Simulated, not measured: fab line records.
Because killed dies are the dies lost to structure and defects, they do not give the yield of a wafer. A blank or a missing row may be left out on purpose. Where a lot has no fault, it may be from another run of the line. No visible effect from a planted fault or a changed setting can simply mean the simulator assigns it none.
fab line records ; flow sky130 ; part 2 of 2: steps 31 to 40 of 40
[record] lots = 5; wafers = 15; last-day = 49
route steps=708 shown VIA4@645 METAL5@661 PASSIVATION@681
lots untouched by any fault: they come from a run of this same line in which no faults occurred
start-h: hours from the record's opening day to when the first of the lot's shown wafers began ; wait-h: hours elapsed since this lot's preceding step ; " the same as in the row above ; L1.1+2: one row covering several wafers at once ; - either no value or no given start ; * or withheld: withheld ; < > ~ a bound
route shown NAME@n: names a module that has steps shown in the file, with the first one's number in the route ; usual: mean/standard deviation taken from wafers without a fault ; same: alike in all rows ; chamber/n: place in a boat ; sites: the reading at each site ; _std_site: standard deviation across them ; _edge_site: outer sites' mean less inner sites' ; radius-mm: for every site, how far away it sits from the centre of the wafer ; mask NAME#n: copy n ; behind: tool/chamber where the wafer was last shaped ; hold: what put the lot on hold/how long, in hours/how the hold closed ; device: transistor that didn't switch, given as n, p or np ; end of line: the same wafers' tests at the end of the route ; a step with no rows: only its recipe ; killed: dies lost to structure and defects at the first sort, not the wafer's yield ; map: shows each die of a wafer: x if killed, . if not, _ if none is there
set.NAME: the setting that was run; set.NAME@STEP: the one run at that earlier step ; model.NAME: the simulator's own value behind a step, which no gauge read
a table for each step, a row for each wafer; lots at some steps of the route
services: a tool's chamber out of use, with start hour (start-h, from the record's first day; less than 0 if before it), hours out, and reason
[[steps]]
[step SKY_METAL5_DESCUM_14]
[recipe] chemistry = O2; source-power-w = 150; bias-power-w = 0; pressure-mtorr = 10; temp-c = 40; time-s = 11
[usual] drypump-motor-current-A = 5.96/0.22; he-backside-leak-sccm = 3.42/0.16; oes-product-au = 1.001/0.011
lot.wafer;tool;chamber;start-h;wait-h;drypump-motor-current-A;he-backside-leak-sccm;oes-product-au;rf-hours-counter-h
L078.1;rie-metal-02;0;1039.06;0.1;6.19;3.15;0.996;16
L078.3;rie-metal-02;0;1039.06;0.1;6.21;3.19;0.985;-
L078.5;rie-metal-02;1;1039.06;0.1;5.72;3.53;1.005;-
L084.1;rie-metal-03;0;1095.96;0.1;6.15;3.51;1.021;24
L084.2;rie-metal-03;1;1095.96;0.1;5.87;3.32;1.007;27
L084.6;rie-metal-03;1;1095.96;0.1;5.85;3.51;0.998;-
L085.2;rie-metal-02;1;1097.09;0.1;5.72;3.46;0.999;6
L085.3;rie-metal-02;1;1097.09;0.1;5.69;3.41;0.997;-
L085.6;rie-metal-02;1;1097.09;0.1;5.71;3.44;0.994;-
L087.1;rie-metal-02;0;1102.31;0.1;6.22;3.14;0.993;20
L087.2;rie-metal-02;1;1102.31;0.1;5.69;3.64;0.997;6
L087.3;rie-metal-02;1;1102.31;0.1;5.72;3.70;0.995;-
L092.1;rie-metal-02;1;1133.53;0.1;5.71;3.66;1.016;9
L092.3;rie-metal-02;1;1133.53;0.1;5.72;3.41;1.016;-
L092.6;rie-metal-02;1;1133.53;0.1;5.70;3.45;1.002;-
[step SKY_METAL5_METAL_ETCH_15]
[recipe] target-depth-a = 12600; stop-on = SiO2; over-etch-frac = 0.2; time-s = 252; chemistry = Cl2/BCl3; resist-sidewall-deg = 86; pressure-mtorr = 10; icp-w = 900; bias-w = 48.5; Cl2_flow_sccm = 60; bcl3-flow-sccm = 30
[usual] drypump-motor-current-A = 5.95/0.21; he-backside-leak-sccm = 3.45/0.2; oes-product-au = 0.894/0.0049; throttle-valve-pct = 22.264/0.0086
lot.wafer;tool;chamber;start-h;wait-h;drypump-motor-current-A;he-backside-leak-sccm;oes-product-au;rf-hours-counter-h;throttle-valve-pct
L078.1;rie-metal-02;0;1039.09;0.0;6.19;3.27;0.889;16;22.257
L078.3;rie-metal-02;0;1039.09;0.0;6.20;3.22;0.897;-;22.265
L078.5;rie-metal-02;1;1039.09;0.0;5.73;3.55;0.892;-;22.245
L084.1;rie-metal-03;0;1095.99;0.0;6.16;3.61;0.896;24;22.257
L084.2;rie-metal-03;1;1095.99;0.0;5.87;3.53;0.895;27;22.261
L084.6;rie-metal-03;1;1095.99;0.0;5.87;3.62;0.899;-;22.264
L085.2;rie-metal-02;1;1097.12;0.0;5.78;3.49;0.901;6;22.258
L085.3;rie-metal-02;1;1097.12;0.0;5.74;3.64;0.889;-;22.267
L085.6;rie-metal-02;1;1097.12;0.0;5.75;3.62;0.892;-;22.261
L087.1;rie-metal-02;0;1102.34;0.0;6.22;3.19;0.894;20;22.288
L087.2;rie-metal-02;1;1102.34;0.0;5.70;3.53;0.901;6;22.255
L087.3;rie-metal-02;1;1102.34;0.0;5.70;3.59;0.898;-;22.266
L092.1;rie-metal-02;1;1133.56;0.0;5.71;3.72;0.890;9;22.258
L092.3;rie-metal-02;1;1133.56;0.0;5.71;3.64;0.902;-;22.250
L092.6;rie-metal-02;1;1133.56;0.0;5.74;3.78;0.890;-;22.277
[step SKY_METAL5_STRIP_16]
[recipe] chemistry = O2/N2; power-w = 1400; pressure-mtorr = 1500; platen-temp-c = withheld; o2-flow-sccm = 3000; n2-flow-sccm = 300; overash-fraction = 0.5
[usual] drypump-motor-current-A = 6.2/0.6; n2-flow-sccm = 299.9/0.93; oes-product-au = 0.710/0.0045; strip-time-to-endpoint-s = 13.03/0.14
lot.wafer;tool;chamber;start-h;wait-h;drypump-motor-current-A;n2-flow-sccm;oes-product-au;rf-hours-counter-h;strip-time-to-endpoint-s
L078.1;plasma-asher-03;1;1039.33;0.2;6.7;299.5;0.716;89;13.06
L078.3;plasma-asher-03;1;1039.33;0.2;6.7;300.9;0.704;-;13.09
L078.5;plasma-asher-03;0;1039.33;0.2;6.7;297.8;0.714;-;12.94
L084.1;plasma-asher-04;1;1096.23;0.2;5.4;299.3;0.712;34;12.79
L084.2;plasma-asher-04;0;1096.23;0.2;6.1;300.8;0.700;34;13.00
L084.6;plasma-asher-04;0;1096.23;0.2;6.2;299.8;0.711;-;13.01
L085.2;plasma-asher-02;1;1097.36;0.2;6.1;300.5;0.719;67;13.04
L085.3;plasma-asher-02;0;1097.36;0.2;5.1;299.4;0.708;-;12.96
L085.6;plasma-asher-02;1;1097.36;0.2;6.0;300.1;0.699;-;13.04
L087.1;plasma-asher-02;0;1102.58;0.2;5.1;300.7;0.705;67;13.11
L087.2;plasma-asher-02;1;1102.58;0.2;6.0;299.1;0.719;67;13.08
L087.3;plasma-asher-02;1;1102.58;0.2;6.0;297.9;0.716;-;13.02
L092.1;plasma-asher-03;0;1133.80;0.2;6.8;299.8;0.707;99;12.99
L092.3;plasma-asher-03;1;1133.80;0.2;6.8;299.6;0.711;-;12.94
L092.6;plasma-asher-03;1;1133.80;0.2;6.8;300.5;0.715;-;13.04
[step SKY_METAL5_STRIP_17]
[recipe] chemistry = post-etch-residue-remover; time-s = 1200; temp-c = 72.5
lot.wafer;tool;chamber;start-h;wait-h
L078.1+3+5;wet-bench-02;0;1039.43;0.1
L084.1+2+6;wet-bench-01;1;1096.33;0.1
L085.2+3+6;wet-bench-01;1;1097.46;0.1
L087.1+2+3;wet-bench-01;2;1102.68;0.1
L092.1+3+6;wet-bench-04;1;1133.90;0.1
[step SKY_METAL5_CLEAN_18]
[recipe] chemistry = IPA; time-s = 180; temp-c = 25
lot.wafer;tool;chamber;start-h;wait-h
L078.1+3+5;wet-bench-04;3;1039.77;0.0
L084.1+2+6;wet-bench-02;3;1096.70;0.0
L085.2+3+6;wet-bench-02;0;1097.83;0.0
L087.1+2+3;wet-bench-04;0;1103.02;0.0
L092.1+3+6;wet-bench-02;0;1134.25;0.0
[step SKY_METAL5_CLEAN_19]
[recipe] chemistry = O3/DIW; dry = n2-spin
lot.wafer;tool;chamber;start-h;wait-h
L078.1+3+5;wet-bench-02;1;1039.83;0.0
L084.1+2+6;wet-bench-02;2;1096.76;0.0
L085.2+3+6;wet-bench-01;2;1097.89;0.0
L087.1+2+3;wet-bench-02;2;1103.08;0.0
L092.1+3+6;wet-bench-02;1;1134.40;0.1
[step SKY_PASSIVATION_CVD_00]
[recipe] material = SiO2; target-thk-nm = 90; temp-c = 400; time-s = withheld; rf-w = 600
[usual] heater-power-w = 678/92
lot.wafer;tool;chamber;start-h;wait-h;heater-power-w
L078.1;pecvd-03;1;1039.92;0.0;674
L078.3;pecvd-03;0;1039.92;0.0;778
L078.5;pecvd-03;2;1039.92;0.0;596
L084.1;pecvd-04;1;1096.85;0.0;822
L084.2;pecvd-04;0;1096.85;0.0;672
L084.6;pecvd-04;2;1096.85;0.0;670
L085.2;pecvd-03;1;1097.99;0.0;669
L085.3;pecvd-03;2;1097.99;0.0;671
L085.6;pecvd-03;0;1097.99;0.0;725
L087.1;pecvd-03;1;1103.17;0.0;696
L087.2;pecvd-03;2;1103.17;0.0;541
L087.3;pecvd-03;0;1103.17;0.0;854
L092.1;pecvd-04;2;1134.49;0.0;641
L092.3;pecvd-04;0;1134.49;0.0;581
L092.6;pecvd-04;0;1134.49;0.0;590
[step SKY_PASSIVATION_THK_MEAS_01]
[recipe] reads = SiO2_of_PASSIVATION_CVD_00
[usual] PASSIVATION_CVD_00_THK = 89.2/1.1
lot.wafer;tool;chamber;start-h;wait-h;PASSIVATION_CVD_00_THK[nm]
L078.1;film-metro-02;-;1039.94;-;88.9
L078.3;film-metro-02;-;1039.94;-;89.3
L078.5;film-metro-02;-;1039.94;-;89.5
L084.1;film-metro-02;-;1096.87;-;88.8
L084.2;film-metro-02;-;1096.87;-;88.2
L084.6;film-metro-02;-;1096.87;-;90.5
L085.2;film-metro-01;-;1098.02;-;88.0
L085.3;film-metro-01;-;1098.02;-;87.9
L085.6;film-metro-01;-;1098.02;-;89.2
L087.1;film-metro-02;-;1103.19;-;88.6
L087.2;film-metro-02;-;1103.19;-;89.2
L087.3;film-metro-02;-;1103.19;-;88.9
L092.1;film-metro-02;-;1134.51;-;89.0
L092.3;film-metro-02;-;1134.51;-;88.7
L092.6;film-metro-02;-;1134.51;-;90.7
[step SKY_PASSIVATION_CVD_02]
[recipe] material = Si3N4; target-thk-nm = 540; temp-c = 400; time-s = withheld; rf-w = 450
[usual] heater-power-w = 719/97
lot.wafer;tool;chamber;start-h;wait-h;heater-power-w
L078.1;pecvd-02;2;1040.00;0.1;604
L078.3;pecvd-02;1;1040.00;0.1;834
L078.5;pecvd-02;2;1040.00;0.1;628
L084.1;pecvd-02;1;1096.93;0.1;825
L084.2;pecvd-02;0;1096.93;0.1;574
L084.6;pecvd-02;1;1096.93;0.1;836
L085.2;pecvd-04;2;1098.07;0.0;763
L085.3;pecvd-04;0;1098.07;0.0;691
L085.6;pecvd-04;2;1098.07;0.0;760
L087.1;pecvd-02;0;1103.25;0.1;620
L087.2;pecvd-02;2;1103.25;0.1;619
L087.3;pecvd-02;1;1103.25;0.1;807
L092.1;pecvd-03;0;1134.57;0.1;804
L092.3;pecvd-03;1;1134.57;0.1;745
L092.6;pecvd-03;2;1134.57;0.1;673
[step SKY_PASSIVATION_THK_MEAS_03]
[recipe] reads = Si3N4_of_PASSIVATION_CVD_02
[usual] PASSIVATION_CVD_02_THK = 539/7.1
lot.wafer;tool;chamber;start-h;wait-h;PASSIVATION_CVD_02_THK[nm]
L078.1;film-metro-02;-;1040.23;-;536
L078.3;film-metro-02;-;1040.23;-;540
L078.5;film-metro-02;-;1040.23;-;538
L084.1;film-metro-02;-;1097.16;-;542
L084.2;film-metro-02;-;1097.16;-;539
L084.6;film-metro-02;-;1097.16;-;553
L085.2;film-metro-03;-;1098.30;-;532
L085.3;film-metro-03;-;1098.30;-;543
L085.6;film-metro-03;-;1098.30;-;543
L087.1;film-metro-01;-;1103.48;-;534
L087.2;film-metro-01;-;1103.48;-;533
L087.3;film-metro-01;-;1103.48;-;538
L092.1;film-metro-03;-;1134.80;-;534
L092.3;film-metro-03;-;1134.80;-;541
L092.6;film-metro-03;-;1134.80;-;550
[[services]]
tool;chamber;start-h;hours;kind
cvd-w-01;-;985.84;0.9;repair
pecvd-04;2;986.07;4.3;repair
cmp-02;-;988.13;19.9;repair
iline-stepper-01;-;997.95;1.7;pm
pecvd-02;1;1006.87;4.9;repair
rie-diel-04;3;1009.81;1.7;repair
cmp-02;-;1012.49;1.8;repair
cmp-02;-;1013.44;1.9;repair
pecvd-04;-;1015.81;14.6;pm
rie-metal-02;-;1016.81;1.1;repair
pecvd-03;-;1033.28;1.7;repair
cmp-02;-;1039.80;1.0;repair
iline-stepper-02;-;1053.83;1.7;pm
cvd-w-01;1;1054.61;3.8;repair
iline-stepper-02;-;1057.00;3.0;repair
pecvd-03;0;1058.85;8.7;repair
pvd-sputter-01;-;1078.96;7.6;repair
pvd-sputter-01;-;1083.45;3.5;repair
plasma-asher-04;-;1084.50;4.3;pm
cvd-w-01;-;1100.42;6.9;pm
pvd-sputter-03;-;1104.57;3.2;repair
cvd-w-01;0;1107.38;9.3;repair
pvd-sputter-01;-;1130.21;2.6;repair
plasma-asher-04;-;1131.52;2.8;pm
